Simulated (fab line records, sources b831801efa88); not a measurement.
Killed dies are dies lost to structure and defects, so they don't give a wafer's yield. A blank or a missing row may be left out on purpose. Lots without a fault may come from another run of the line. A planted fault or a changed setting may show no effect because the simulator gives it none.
A struck lot beside a sound one | flow sky130 | 16 steps out of a route of 708
Sound: wafers L802.3, L802.4, L802.6. Struck: wafer L808.4. (L808.3, L808.6 of the same lot were not struck and are left out.) The cause comes at the end.
At each step with rows: each side's tool, then ch and its chambers, then its first start. Under that, the readings that differ: sound wafers | struck wafers | difference of the means | sigmas: that difference in standard deviations of wafers without a fault.
alike: readings whose means differ by less than 2 such deviations, and words and numbers that are the same on both sides. not compared: withheld readings, readings that some wafer has no value for, bounds like >300 that may hide the same value, and numbers for which the record gives no deviation and whose values overlap.
The two part at a step that has a row with sigmas, a row that says differs or no value, or rows on one side only. Numbers that don't overlap but have no deviation are shown without sigmas and don't part them. A reading that every wafer of one side lacks parts them only if that side has two wafers or more.

SKY_VIA3_CMP_02: polishes SiO2.
  sound on cmp-01 ch 1,3, day 39 10:25; struck on cmp-02 ch 0, day 42 03:29
  alike: head_pressure_psi, motor_current_A, platen_rpm, slurry_flow_ml_min
SKY_VIA3_BOW_MEAS_03:
  sound on film_metro-02, day 39 10:43; struck on film_metro-04, day 42 03:46
  alike: VIA3_BOW
then, 8 steps without rows for these wafers: SKY_VIA3_DEHYDRATE_04 (time 60 s); SKY_VIA3_HMDS_05 (prime time 60 s); SKY_VIA3_COAT_06 (resist thk 60 nm); SKY_VIA3_COAT_07 (resist thk 450 nm); SKY_VIA3_SOFTBAKE_08 (time 90 s); SKY_VIA3_EXPOSE_09 (exposes mask VIM3, target cd 200 nm); SKY_VIA3_PEB_10; SKY_VIA3_DEVELOP_11 (develop time 60 s).
SKY_VIA3_CD_MEAS_12: target cd 200 nm.
  sound on cd_sem-02, day 40 11:35; struck on cd_sem-01, day 43 04:07
  reading    | sound             | struck | difference | sigmas
  cd_nm (nm) | 201.3 203.0 201.0 | 198.6  | -3.2       | -2
SKY_VIA3_OVL_MEAS_13:
  sound on overlay-02, day 40 11:41; struck on overlay-01, day 43 04:13
  alike: VIA3_OVL
SKY_VIA3_ETCH_14: etches BARC in N2/H2, stops on SiO2, time 45.9 s, target depth 60 nm.
  sound on rie_diel-02 ch 0,3, day 40 11:42; struck on rie_diel-01 ch 2, day 43 04:14
  reading                                     | sound             | struck | difference | sigmas
  drypump_motor_current_A (A)                 | 5.8 6.3 6.3       | 5.1    | -1.0       | -3
  oes_product_au (a.u.)                       | 0.853 0.859 0.852 | 0.965  | +0.110     | +22
  run_length_s (s)                            | 74.4 73.3 73.1    | 68.7   | -4.9       | -10
  model.KrF-thick_of_VIA3_COAT_07.thk_nm (nm) | 392.4 390.3 390   | 399.3  | +8.4       |
  alike: throttle_valve_pct
  not compared: rf_hours_counter_h
SKY_VIA3_ETCH_15: etches SiO2 in C4F8/O2/Ar, stops on TiN, target depth 507 nm, time 78 s.
  sound on rie_diel-02 ch 0,3, day 40 11:45; struck on rie_diel-01 ch 2, day 43 04:17
  reading                                     | sound             | struck | difference | sigmas
  oes_product_au (a.u.)                       | 0.944 0.948 0.953 | 0.936  | -0.012     | -3
  model.KrF-thick_of_VIA3_COAT_07.thk_nm (nm) | 290.8 287.8 286.1 | 297.2  | +9.0       |
  alike: run_length_s
SKY_VIA3_STRIP_16: strips in O2/N2.
  sound on plasma_asher-03 ch 0,1, day 40 11:50; struck on plasma_asher-04 ch 0, day 43 04:22
  reading                      | sound             | struck | difference | sigmas
  strip_time_to_endpoint_s (s) | 4.135 4.099 4.073 | 4.200  | +0.098     | +4
  alike: drypump_motor_current_A, oes_product_au
  not compared: rf_hours_counter_h
-- the record jumps here: 5 days lie between the struck wafers' starts before and after (it left off in module VIA3 and takes up again in module PAD_OPEN, whose first step shown is number 708 of the route) --
SKY_PAD_OPEN_PROBE_99:
  the record has rows for the struck wafers here (prober-01, day 48 16:11) and none for the sound ones

WHERE THEY PART
First at SKY_VIA3_CD_MEAS_12; last, within this record, at SKY_PAD_OPEN_PROBE_99.

WHY: what the simulator had put in
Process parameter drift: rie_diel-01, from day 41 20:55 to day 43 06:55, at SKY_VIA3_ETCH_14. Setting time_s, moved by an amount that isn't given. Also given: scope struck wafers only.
